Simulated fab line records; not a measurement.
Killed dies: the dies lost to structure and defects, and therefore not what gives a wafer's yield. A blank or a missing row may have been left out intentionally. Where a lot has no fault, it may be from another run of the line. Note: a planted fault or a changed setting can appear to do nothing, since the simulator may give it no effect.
Which tool is to blame? / flow sky130 / 12 lots with 36 wafers sampled at 2 steps, on a route of 708 steps

## WHAT EACH GAUGE READ, for each wafer
SKY_LDD_HVN_OVL_MEAS_07.
lot=L456; measured=day 21 01:54; on=overlay-01; LDD_HVN_OVL (nm)=1.1 0.1 0.1
lot=L457; measured=day 21 02:18; on=overlay-02; LDD_HVN_OVL (nm)=0.5 2.0 -2.2
lot=L458; measured=day 21 11:27; on=overlay-02; LDD_HVN_OVL (nm)=-0.4 0.0 0.2
lot=L460; measured=day 22 06:55; on=overlay-02; LDD_HVN_OVL (nm)=2.1 1.7 1.2
lot=L459; measured=day 22 07:18; on=overlay-01; LDD_HVN_OVL (nm)=1.5 1.8 1.7
lot=L463; measured=day 23 05:09; on=overlay-01; LDD_HVN_OVL (nm)=59.0 56.3 58.0
lot=L464; measured=day 23 08:15; on=overlay-02; LDD_HVN_OVL (nm)=56.5 56.0 54.4
lot=L465; measured=day 23 19:28; on=overlay-01; LDD_HVN_OVL (nm)=58.9 58.9 58.4
lot=L468; measured=day 24 22:22; on=overlay-01; LDD_HVN_OVL (nm)=2.7 4.2 4.0
lot=L473; measured=day 26 11:33; on=overlay-02; LDD_HVN_OVL (nm)=4.0 3.9 1.9
lot=L476; measured=day 27 10:21; on=overlay-02; LDD_HVN_OVL (nm)=2.8 0.2 1.7
lot=L477; measured=day 28 01:21; on=overlay-01; LDD_HVN_OVL (nm)=2.5 3.1 5.1

## TOOL THAT RAN EACH LOT (tool first, then ch and the chambers of the sampled wafers, then the start)
lot=L456; SKY_LDD_HVN_EXPOSE_04=iline_stepper-01 ch 0, day 20 10:53
lot=L457; SKY_LDD_HVN_EXPOSE_04=iline_stepper-02 ch 0, day 20 11:25
lot=L458; SKY_LDD_HVN_EXPOSE_04=iline_stepper-01 ch 0, day 20 19:50
lot=L460; SKY_LDD_HVN_EXPOSE_04=iline_stepper-02 ch 0, day 21 15:37
lot=L459; SKY_LDD_HVN_EXPOSE_04=iline_stepper-02 ch 0, day 21 15:52
lot=L463; SKY_LDD_HVN_EXPOSE_04=iline_stepper-01 ch 0, day 22 13:47
lot=L464; SKY_LDD_HVN_EXPOSE_04=iline_stepper-01 ch 0, day 22 17:49
lot=L465; SKY_LDD_HVN_EXPOSE_04=iline_stepper-01 ch 0, day 23 04:52
lot=L468; SKY_LDD_HVN_EXPOSE_04=iline_stepper-02 ch 0, day 24 08:35
lot=L473; SKY_LDD_HVN_EXPOSE_04=iline_stepper-02 ch 0, day 25 21:01
lot=L476; SKY_LDD_HVN_EXPOSE_04=iline_stepper-02 ch 0, day 26 20:36
lot=L477; SKY_LDD_HVN_EXPOSE_04=iline_stepper-02 ch 0, day 27 10:57
- SKY_LDD_HVN_EXPOSE_04: exposes mask HVNTM, target cd 700 nm.

## AS READ BY THE TOOLS THEMSELVES (means over the sampled wafers that have a number; for cases with no such wafer, the mark the record gives instead)
The record holds no such reading with a usual standard deviation.

## THE ANSWER, worked out from the rows above alone
Rule: usual is defined by the lots themselves. Put in order of their means at a reading, lots are off if they are a third of the lots or fewer, leave a main group of 4 or more, and stand apart from it by a gap of 3 or more times the standard deviation of the main group's means; of several such gaps the widest counts. The tables above print the reading to a certain number of digits; a main group whose means all agree to those digits is not used. A lot without any number at a reading at which 4 lots or more have one is off too. The other lots that the step has rows for count as sound. The gauges are gone through in route order, then the tools' own readings, and for those a lot's mean is taken as printed above. At the first step where some lot is off, the reading lying furthest off is the one used; lots without a number count as furthest.
Off: L463, L464, L465, seen at SKY_LDD_HVN_OVL_MEAS_07 (LDD_HVN_OVL). For the main group the mean is 1.8 nm and the standard deviation 1.4.
A tool fits if, at a process step before that reading, it ran every lot that is off, and no sound lot after the first of them. Gauges at SKY_LDD_HVN_OVL_MEAS_07: tried the same way as those tools. One candidate fits, namely iline_stepper-01 at SKY_LDD_HVN_EXPOSE_04. Its last sound lot is L458 (day 20 19:50), its first lot that is off L463 (day 22 13:47): a fault that began between those two fits.

## WHAT WAS PUT IN BY THE SIMULATOR
Scanner matching overlay: iline_stepper-01, from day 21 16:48 on, at SKY_LDD_HVN_EXPOSE_04. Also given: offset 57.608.
Struck lots among those shown: L463, L464, L465. The rule above reached the same finding.
